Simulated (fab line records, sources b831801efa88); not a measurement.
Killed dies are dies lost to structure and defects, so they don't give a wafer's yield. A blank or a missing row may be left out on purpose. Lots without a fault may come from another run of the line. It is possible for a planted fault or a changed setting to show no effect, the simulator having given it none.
Matching of chambers | flow sky130 | SKY_VIA4_ETCH_12 on rie_diel-04: 4 sister chambers
The step etches SiO2 in C4F8/O2/Ar, stops on TiN, target depth 580 nm. 8 wafers are shown with their chamber, then 7 later ones without.

== WAFERS, EACH WITH ITS CHAMBER ==
wafer  | chamber | bias_w (W) | oes_product_au (a.u.)
L727.5 | 3       | 1198       | 0.928
L732.1 | 0       | 1200       | 0.922
L732.5 | 1       | 1201       | 0.926
L732.6 | 0       | 1199       | 0.929
L733.4 | 3       | 1201       | 0.928
L733.5 | 2       | 1200       | 0.918
L735.1 | 1       | 1200       | 0.928
L735.3 | 2       | 1196       | 0.928

== WAFERS MISSING THEIR CHAMBER ==
wafer  | bias_w (W) | oes_product_au (a.u.)
L735.5 | 1198       | 0.936
L740.1 | 1194       | 0.927
L740.3 | 1200       | 0.923
L740.5 | 1194       | 0.931
L738.1 | 1200       | 0.927
L738.4 | 1197       | 0.924
L738.5 | 1203       | 0.929

== WHICH CHAMBER EACH WENT THROUGH ==
wafer  | from the rows above               | in truth
L735.5 | can't be placed: 3 or 1 or 0 or 2 | 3
L740.1 | can't be placed: 2 or 3 or 0 or 1 | 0
L740.3 | can't be placed: 0 or 1 or 2 or 3 | 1
L740.5 | can't be placed: 2 or 3 or 0 or 1 | 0
L738.1 | can't be placed: 1 or 3 or 0 or 2 | 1
L738.4 | can't be placed: 2 or 0 or 3 or 1 | 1
L738.5 | can't be placed: 1 or 3 or 0 or 2 | 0
Correct placement for 0 of the 7. These rows do not allow placing 7 (true chamber among the candidates in 7). Wrongly placed: 0.
How it was worked out, from the rows above alone: a wafer's distance from a chamber is the root of the sum, over the readings, of the square of ((its reading less the chamber's mean) divided by the reading's scatter). The wafer belongs to the nearest chamber; if the next one is less than 2 further off, it can't be placed. A chamber's mean is the mean of its shown wafers. The scatter: the root of (the sum of the squares of (reading less its chamber's mean) over the shown wafers, divided by (wafers less chambers)).
